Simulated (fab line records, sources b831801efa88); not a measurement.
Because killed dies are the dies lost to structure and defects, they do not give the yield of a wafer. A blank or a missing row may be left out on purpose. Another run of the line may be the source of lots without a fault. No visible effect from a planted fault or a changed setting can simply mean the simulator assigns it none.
Which tool is to blame?    flow sky130    14 lots with 42 wafers sampled at 3 steps, on a route of 708 steps

== WHAT THE GAUGES READ, wafer by wafer ==
SKY_SD_P_OVL_MEAS_08.
lot   measured      on          SD_P_OVL (nm)
L735  day 25 06:58  overlay-02  1.0 1.0 1.7
L737  day 25 10:38  overlay-02  4.8 5.1 2.7
L738  day 25 23:13  overlay-02  2.9 0.4 -0.2
L739  day 26 11:56  overlay-01  0.9 -0.5 0.9
L743  day 27 23:58  overlay-01  1.6 4.3 3.0
L744  day 28 11:17  overlay-01  0.3 -0.2 0.2
L745  day 28 20:28  overlay-02  1.6 -0.4 1.1
L746  day 29 09:29  overlay-01  0.2 -1.3 0.3
L753  day 32 05:07  overlay-02  1.7 0.5 -0.6
L754  day 32 05:31  overlay-01  0.8 -1.5 0.7
L755  day 32 12:40  overlay-02  1.5 -0.2 -3.1
L756  day 32 12:52  overlay-01  0.2 2.0 2.0
L757  day 33 00:28  overlay-02  1.6 0.2 1.8
L758  day 33 06:59  overlay-02  0.2 2.0 1.4

SKY_SD_N_TW_MEAS_12.
lot   measured      on            SD_N_TW
L735  day 27 19:07  filmMetro-01  4057 4039 4063
L737  day 28 00:16  filmMetro-04  4072 4089 4091
L738  day 28 09:47  filmMetro-03  3942 3939 3935
L739  day 28 23:26  filmMetro-03  3937 3940 3946
L743  day 30 08:14  filmMetro-03  3984 3964 3932
L744  day 30 19:04  filmMetro-03  3954 3972 3951
L745  day 31 05:10  filmMetro-03  3957 3931 3918
L746  day 31 18:01  filmMetro-04  4107 4097 4069
L753  day 34 11:08  filmMetro-01  4053 4052 4041
L754  day 34 12:23  filmMetro-03  3912 3898 3893
L755  day 34 19:46  filmMetro-03  3911 3939 3919
L756  day 34 20:22  filmMetro-01  4029 4027 4027
L757  day 35 07:20  filmMetro-03  3916 3902 3915
L758  day 35 13:23  filmMetro-04  4052 4051 4047

== EACH LOT AND THE TOOL THAT RAN IT (in order: tool; ch and the chambers of the sampled wafers; start) ==
lot   SKY_SD_N_DEVELOP_06
L735  lithoTrack-01 ch 0, day 27 18:24
L737  lithoTrack-03 ch 0, day 27 23:37
L738  lithoTrack-03 ch 0, day 28 09:05
L739  lithoTrack-01 ch 0, day 28 22:47
L743  lithoTrack-01 ch 0, day 30 07:21
L744  lithoTrack-01 ch 0, day 30 18:23
L745  lithoTrack-01 ch 0, day 31 04:27
L746  lithoTrack-01 ch 0, day 31 17:20
L753  lithoTrack-04 ch 0, day 34 10:26
L754  lithoTrack-03 ch 0, day 34 11:41
L755  lithoTrack-04 ch 0, day 34 19:04
L756  lithoTrack-01 ch 0, day 34 19:39
L757  lithoTrack-03 ch 0, day 35 06:38
L758  lithoTrack-01 ch 0, day 35 12:44
- SKY_SD_N_DEVELOP_06: develop time 60 s.

== AS READ BY THE TOOLS THEMSELVES (means over the sampled wafers that have a number; for cases with no such wafer, the mark the record gives instead) ==
SKY_SD_N_DEVELOP_06.
lot   tool           developerTempC (C)
L735  lithoTrack-01  22.95
L737  lithoTrack-03  22.95
L738  lithoTrack-03  22.94
L739  lithoTrack-01  22.93
L743  lithoTrack-01  22.94
L744  lithoTrack-01  22.97
L745  lithoTrack-01  22.14
L746  lithoTrack-01  21.97
L753  lithoTrack-04  23.01
L754  lithoTrack-03  22.96
L755  lithoTrack-04  22.99
L756  lithoTrack-01  23.08
L757  lithoTrack-03  23.04
L758  lithoTrack-01  22.90

== THE ANSWER, worked out from the rows above alone ==
Rule: the lots themselves supply what counts as usual. Put in order of their means at a reading, lots are off if they are a third of the lots or fewer, leave a main group of 4 or more, and stand apart from it by a gap of 3 or more times the standard deviation of the main group's means; of several such gaps the widest counts. A main group whose means are all the same, to the digits that the tables above print for the reading, isn't used. Also off: a lot with no number at a reading for which 4 or more lots have one. The other lots that the step has rows for count as sound. After the gauges, taken in route order, come the tools' own readings; for these a lot's mean is taken, as printed above. At the first step where some lot is off, the reading lying furthest off is the one used; lots without a number count as furthest.
Off: L745, L746, at SKY_SD_N_DEVELOP_06 (developerTempC). Mean 22.97 C and standard deviation 0.048 in the main group.
A tool fits if, at that step or a process step before it, it ran every lot that is off, and no sound lot after the first of them. No candidate that was tried fits.

== WHAT HAD BEEN PUT IN BY THE SIMULATOR ==
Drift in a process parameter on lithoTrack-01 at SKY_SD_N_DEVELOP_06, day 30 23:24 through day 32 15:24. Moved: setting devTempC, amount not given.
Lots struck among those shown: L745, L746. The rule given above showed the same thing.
